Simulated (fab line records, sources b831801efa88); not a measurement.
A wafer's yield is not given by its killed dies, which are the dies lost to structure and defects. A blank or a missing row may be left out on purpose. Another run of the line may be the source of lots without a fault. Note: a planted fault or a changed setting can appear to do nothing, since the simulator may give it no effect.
fab line records ; flow sky130
[record] lots = 14; wafers = 42; last_day = 49
route steps=708 shown LDD_N@244 LDD_P@263 POLY_CUT@316 SD_P@323 PAD_OPEN@708
lots that met no fault: taken from a fault-free run of the same line
start_h: hours from the record's opening day to when the first of the lot's shown wafers began ; wait_h: hours since the lot's step before ; " repeats the value in the row above ; L1.1+2: a single row standing in for several wafers ; - no value, or no start was given ; * or withheld: withheld ; < > ~ a bound
route shown NAME@n: names a module that has steps shown in the file, with the first one's number in the route ; usual: the fault-free wafers' mean and standard deviation ; same: alike in all rows ; chamber/n: place in a boat ; sites: per-site readings ; _std_site: the values' standard deviation ; _edge_site: the outer-site mean with the inner-site mean subtracted ; radius_mm: how far each site lies from the wafer's centre ; mask NAME#n: copy n ; behind: the last tool/chamber to shape the wafer ; hold: why the lot was held/for how many hours/how that ended ; device: which transistor (n, p or np) failed to switch ; end of line: the tests these same wafers got at the end of their route ; a step without rows: its recipe alone ; killed: at the first sort, the dies lost to defects and structure; wafer yield is something else ; map: dies across one wafer; x = killed, . = not, _ = none there
set.NAME: the setting that was run; set.NAME@STEP: the one run at that earlier step ; model.NAME: the simulator's own value behind a step, which no gauge read
route steps across a sampled set of lots; one table per step, one row per wafer
services: from which hour (start_h, from the record's first day; less than 0 if before it) a tool's chamber was out of use, for how many hours, and why
[[steps]]
[step SKY_LDD_N_OVL_MEAS_07]
[usual] LDD_N_OVL = 0.8/1.1
lot.wafer;tool;chamber;start_h;wait_h;LDD_N_OVL[nm]
L434.1;overlay-01;-;406.75;0.1;0.9
L434.3;overlay-01;-;406.75;0.1;1.4
L434.5;overlay-01;-;406.75;0.1;0.9
L435.2;overlay-02;-;406.78;0.1;-0.4
L435.5;overlay-02;-;406.78;0.1;0.0
L435.6;overlay-02;-;406.78;0.1;-1.1
L436.4;overlay-01;-;414.99;0.1;2.1
L436.5;overlay-01;-;414.99;0.1;2.7
L436.6;overlay-01;-;414.99;0.1;2.5
L439.1;overlay-01;-;450.40;0.1;0.2
L439.2;overlay-01;-;450.40;0.1;-0.8
L439.4;overlay-01;-;450.40;0.1;1.9
L438.1;overlay-01;-;450.68;0.1;-0.9
L438.3;overlay-01;-;450.68;0.1;-1.1
L438.5;overlay-01;-;450.68;0.1;-0.6
L440.3;overlay-01;-;451.38;0.1;1.0
L440.4;overlay-01;-;451.38;0.1;1.0
L440.6;overlay-01;-;451.38;0.1;1.2
L441.2;overlay-02;-;457.63;0.1;2.6
L441.3;overlay-02;-;457.63;0.1;1.3
L441.5;overlay-02;-;457.63;0.1;5.4
L442.1;overlay-01;-;475.55;0.1;1.3
L442.3;overlay-01;-;475.55;0.1;0.3
L442.4;overlay-01;-;475.55;0.1;1.1
L444.1;overlay-02;-;490.97;0.1;1.7
L444.2;overlay-02;-;490.97;0.1;-0.5
L444.4;overlay-02;-;490.97;0.1;-0.8
L445.2;overlay-02;-;498.59;0.1;1.2
L445.3;overlay-02;-;498.59;0.1;1.5
L445.6;overlay-02;-;498.59;0.1;1.0
L446.1;overlay-01;-;503.73;0.1;0.7
L446.3;overlay-01;-;503.73;0.1;0.7
L446.5;overlay-01;-;503.73;0.1;-0.2
L449.2;overlay-02;-;534.26;0.1;-0.5
L449.3;overlay-02;-;534.26;0.1;-1.0
L449.5;overlay-02;-;534.26;0.1;0.6
L450.1;overlay-01;-;540.13;0.1;-1.2
L450.5;overlay-01;-;540.13;0.1;0.0
L450.6;overlay-01;-;540.13;0.1;-0.9
L452.2;overlay-01;-;562.31;0.1;1.3
L452.4;overlay-01;-;562.31;0.1;1.3
L452.5;overlay-01;-;562.31;0.1;1.7
[step SKY_LDD_P_OVL_MEAS_08]
[usual] LDD_P_OVL = -0.2/1.3
lot.wafer;tool;chamber;start_h;wait_h;LDD_P_OVL[nm]
L434.1;overlay-01;-;437.57;0.1;-0.2
L434.3;overlay-01;-;437.57;0.1;1.5
L434.5;overlay-01;-;437.57;0.1;1.5
L435.2;overlay-02;-;438.34;0.1;0.0
L435.5;overlay-02;-;438.34;0.1;-2.2
L435.6;overlay-02;-;438.34;0.1;-1.3
L436.4;overlay-01;-;446.66;0.1;0.8
L436.5;overlay-01;-;446.66;0.1;3.1
L436.6;overlay-01;-;446.66;0.1;1.7
L439.1;overlay-02;-;481.94;0.1;1.1
L439.2;overlay-02;-;481.94;0.1;0.7
L439.4;overlay-02;-;481.94;0.1;1.2
L438.1;overlay-02;-;482.57;0.1;0.6
L438.3;overlay-02;-;482.57;0.1;-1.6
L438.5;overlay-02;-;482.57;0.1;-1.0
L440.3;overlay-02;-;483.20;0.1;1.2
L440.4;overlay-02;-;483.20;0.1;0.5
L440.6;overlay-02;-;483.20;0.1;-0.9
L441.2;overlay-01;-;489.55;0.1;-0.2
L441.3;overlay-01;-;489.55;0.1;1.5
L441.5;overlay-01;-;489.55;0.1;-0.3
L442.1;overlay-02;-;506.88;0.1;1.1
L442.3;overlay-02;-;506.88;0.1;1.8
L442.4;overlay-02;-;506.88;0.1;-0.5
L444.1;overlay-02;-;523.03;0.1;-1.7
L444.2;overlay-02;-;523.03;0.1;0.3
L444.4;overlay-02;-;523.03;0.1;0.1
L445.2;overlay-01;-;530.58;0.1;-1.8
L445.3;overlay-01;-;530.58;0.1;0.0
L445.6;overlay-01;-;530.58;0.1;0.2
L446.1;overlay-02;-;535.54;0.1;1.5
L446.3;overlay-02;-;535.54;0.1;-0.3
L446.5;overlay-02;-;535.54;0.1;-0.8
L449.2;overlay-02;-;565.53;0.1;-0.1
L449.3;overlay-02;-;565.53;0.1;-0.7
L449.5;overlay-02;-;565.53;0.1;-1.6
L450.1;overlay-01;-;570.68;0.1;-0.4
L450.5;overlay-01;-;570.68;0.1;-1.5
L450.6;overlay-01;-;570.68;0.1;-1.2
L452.2;overlay-01;-;593.20;0.1;-1.8
L452.4;overlay-01;-;593.20;0.1;-0.9
L452.5;overlay-01;-;593.20;0.1;0.0
[step SKY_POLY_CUT_OVL_MEAS_09]
[usual] POLY_CUT_OVL = -3/5.3
lot.wafer;tool;chamber;start_h;wait_h;POLY_CUT_OVL[nm]
L435.2;overlay-01;-;562.90;0.1;-12
L435.5;overlay-01;-;562.90;0.1;-1
L435.6;overlay-01;-;562.90;0.1;-11
L434.1;overlay-01;-;563.54;0.1;1
L434.3;overlay-01;-;563.54;0.1;4
L434.5;overlay-01;-;563.54;0.1;2
L436.4;overlay-02;-;571.01;0.1;-9
L436.5;overlay-02;-;571.01;0.1;-2
L436.6;overlay-02;-;571.01;0.1;-4
L439.1;overlay-01;-;604.47;0.1;-11
L439.2;overlay-01;-;604.47;0.1;-14
L439.4;overlay-01;-;604.47;0.1;-16
L438.1;overlay-01;-;605.42;0.1;-2
L438.3;overlay-01;-;605.42;0.1;6
L438.5;overlay-01;-;605.42;0.1;-5
L440.3;overlay-02;-;606.38;0.1;-4
L440.4;overlay-02;-;606.38;0.1;3
L440.6;overlay-02;-;606.38;0.1;3
L441.2;overlay-02;-;611.84;0.1;2
L441.3;overlay-02;-;611.84;0.1;1
L441.5;overlay-02;-;611.84;0.1;0
L442.1;overlay-01;-;631.19;0.1;2
L442.3;overlay-01;-;631.19;0.1;-3
L442.4;overlay-01;-;631.19;0.1;-8
L444.1;overlay-01;-;643.79;0.1;6
L444.2;overlay-01;-;643.79;0.1;6
L444.4;overlay-01;-;643.79;0.1;2
L445.2;overlay-01;-;651.25;0.1;1
L445.3;overlay-01;-;651.25;0.1;-13
L445.6;overlay-01;-;651.25;0.1;-6
L446.1;overlay-01;-;654.34;0.1;6
L446.3;overlay-01;-;654.34;0.1;-5
L446.5;overlay-01;-;654.34;0.1;-4
L449.2;overlay-01;-;684.80;0.1;-4
L449.3;overlay-01;-;684.80;0.1;-8
L449.5;overlay-01;-;684.80;0.1;-14
L450.1;overlay-01;-;689.62;0.1;-11
L450.5;overlay-01;-;689.62;0.1;-7
L450.6;overlay-01;-;689.62;0.1;2
L452.2;overlay-02;-;708.79;0.1;-9
L452.4;overlay-02;-;708.79;0.1;-2
L452.5;overlay-02;-;708.79;0.1;-4
[step SKY_SD_P_SOFTBAKE_03]
[recipe] temp_c = 90; time_s = 60; resist = NOVOLAK
[usual] heater_power_total_W = 56.60/0.044; run_length_s = 88.98/0.16
lot.wafer;tool;chamber;start_h;wait_h;heater_power_total_W;run_length_s
L435.2;litho_track-03;0;577.60;0.1;56.53;89.14
L435.5;litho_track-03;0;577.60;0.1;56.55;88.96
L435.6;litho_track-03;0;577.60;0.1;56.63;89.21
L434.1;litho_track-03;0;578.18;0.1;56.67;88.92
L434.3;litho_track-03;0;578.18;0.1;56.64;88.97
L434.5;litho_track-03;0;578.18;0.1;56.60;88.93
L436.4;litho_track-03;0;585.45;0.1;56.64;88.99
L436.5;litho_track-03;0;585.45;0.1;56.58;88.98
L436.6;litho_track-03;0;585.45;0.1;56.60;89.12
L439.1;litho_track-03;0;619.53;0.1;56.59;89.11
L439.2;litho_track-03;0;619.53;0.1;56.54;88.99
L439.4;litho_track-03;0;619.53;0.1;56.55;88.96
L438.1;litho_track-02;0;620.31;0.1;56.67;88.73
L438.3;litho_track-02;0;620.31;0.1;56.61;88.74
L438.5;litho_track-02;0;620.31;0.1;56.56;88.63
L440.3;litho_track-02;0;620.96;0.1;56.60;88.64
L440.4;litho_track-02;0;620.96;0.1;56.60;88.71
L440.6;litho_track-02;0;620.96;0.1;56.58;88.73
L441.2;litho_track-03;0;626.70;0.1;56.63;89.12
L441.3;litho_track-03;0;626.70;0.1;56.55;89.26
L441.5;litho_track-03;0;626.70;0.1;56.66;89.16
L442.1;litho_track-01;0;645.10;0.1;56.61;88.96
L442.3;litho_track-01;0;645.10;0.1;56.56;88.94
L442.4;litho_track-01;0;645.10;0.1;56.58;89.18
L444.1;litho_track-02;0;658.51;0.1;56.67;88.90
L444.2;litho_track-02;0;658.51;0.1;56.53;88.81
L444.4;litho_track-02;0;658.51;0.1;56.59;88.71
L445.2;litho_track-03;0;664.70;0.1;56.62;89.02
L445.3;litho_track-03;0;664.70;0.1;56.56;88.97
L445.6;litho_track-03;0;664.70;0.1;56.58;88.93
L446.1;litho_track-03;0;667.93;0.1;56.64;89.19
L446.3;litho_track-03;0;667.93;0.1;56.63;88.99
L446.5;litho_track-03;0;667.93;0.1;56.61;89.00
L449.2;litho_track-03;0;698.30;0.1;57.54;86.14
L449.3;litho_track-03;0;698.30;0.1;57.51;86.12
L449.5;litho_track-03;0;698.30;0.1;57.52;86.31
L450.1;litho_track-03;0;702.93;0.1;57.62;86.21
L450.5;litho_track-03;0;702.93;0.1;57.57;86.09
L450.6;litho_track-03;0;702.93;0.1;57.59;86.14
L452.2;litho_track-02;0;722.99;0.1;56.60;88.65
L452.4;litho_track-02;0;722.99;0.1;56.60;88.71
L452.5;litho_track-02;0;722.99;0.1;56.57;88.66
[step SKY_PAD_OPEN_PROBE_99]
[usual] killed_at_M0_to_M3 = 43/7.2; killed_at_M4_up = 3.3/2; killed_at_contacts = 25/5.8; killed_at_front_end = 15/4.5; killed_at_other = 0.3/0.62; killed_dies = 86/9.4; killed_open = 47/7.1; killed_short = 39/6
[same] gross_dies = 492; killed_at_back_side = 0
lot.wafer;tool;chamber;start_h;wait_h;killed_at_M0_to_M3;killed_at_M4_up;killed_at_contacts;killed_at_front_end;killed_at_other;killed_dies;killed_open;killed_short
L449.2;prober-02;-;1162.32;0.1;43;4;24;7;0;78;38;38
L449.3;prober-02;-;1162.37;0.2;48;7;27;12;0;94;47;43
L449.5;prober-02;-;1162.47;0.2;48;2;32;13;1;96;51;45
L450.1;prober-01;-;1165.04;0.1;42;1;10;17;0;70;32;37
L450.5;prober-01;-;1165.24;0.2;38;0;30;12;1;81;45;35
L450.6;prober-01;-;1165.29;0.2;41;2;18;11;2;74;40;34
// killed by level:class
L449.2 CONTACT:geometric_particle:open=9 VIA1:geometric_particle:short=8 METAL1:geometric_particle:short=7 VIA1:geometric_particle:open=6 VIA3:geometric_particle:short=6 VIA2:geometric_particle:open=6 LI_CONTACT:geometric_particle:open=4 VIA3:geometric_particle:open=4
L449.3 VIA1:geometric_particle:open=14 CONTACT:geometric_particle:open=9 LI_CONTACT:geometric_particle:open=8 METAL1:geometric_particle:short=7 VIA3:geometric_particle:open=6 VIA1:geometric_particle:short=6 METAL2:geometric_particle:short=6 POLY_GATE:geometric_particle:short=4
L449.5 LOCAL_INTERCONNECT:geometric_particle:short=10 VIA3:geometric_particle:open=10 CONTACT:geometric_particle:open=9 VIA1:geometric_particle:open=9 VIA2:geometric_particle:open=7 LI_CONTACT:geometric_particle:open=6 METAL1:geometric_particle:short=5 VIA1:geometric_particle:short=5
L450.1 VIA1:geometric_particle:open=12 METAL1:geometric_particle:short=8 VIA3:geometric_particle:open=8 POLY_GATE:geometric_particle:short=7 FIELD_ISO:geometric_particle:short=5 FIELD_ISO:geometric_particle:open=4 VIA3:geometric_particle:short=4 VIA2:geometric_particle:open=4
L450.5 CONTACT:geometric_particle:open=15 VIA2:geometric_particle:open=9 LI_CONTACT:geometric_particle:short=6 VIA3:geometric_particle:short=6 FIELD_ISO:geometric_particle:open=5 VIA3:geometric_particle:open=4 CONTACT:geometric_particle:short=4 VIA1:geometric_particle:open=4
L450.6 VIA1:geometric_particle:open=15 FIELD_ISO:geometric_particle:short=5 LI_CONTACT:geometric_particle:open=5 CONTACT:geometric_particle:open=5 VIA1:geometric_particle:short=5 LOCAL_INTERCONNECT:geometric_particle:short=4 METAL2:geometric_particle:short=4 CONTACT:geometric_particle:short=3
[[services]]
tool;chamber;start_h;hours;kind
litho_track-03;-;586.28;-;consumable_replace:filter
[[key]]
[first_sign] step = SKY_SD_P_SOFTBAKE_03; reading = heater_power_total_W; direction = up; sigmas = 22; usual = *; struck = *
[effect] step = SKY_SD_P_SOFTBAKE_03; reading = run_length_s; direction = down; sigmas = 17; usual = *; struck = *
met_at SKY_SD_P_SOFTBAKE_03
struck_lots L449,L450
tester_left_out L449,L450
not_acting_at SKY_LDD_N_OVL_MEAS_07,SKY_LDD_P_OVL_MEAS_08,SKY_POLY_CUT_OVL_MEAS_09
onset_between 667.93 698.30
[fault] kind = process_parameter_drift; tool = litho_track-03; chamber = -; onset_h = 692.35; steps = SKY_SD_P_SOFTBAKE_03; channel = time_s; offset = *; shape = step; end_h = 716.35; acts_in = *; stated = *
// tester_left_out: of these lots the tester's yield and bins aren't shown, on N5 and GAA mostly nor the transistor test; their killed dies are dies lost to structure and defects alone, not to doping, threshold or leakage, so they don't give the yield
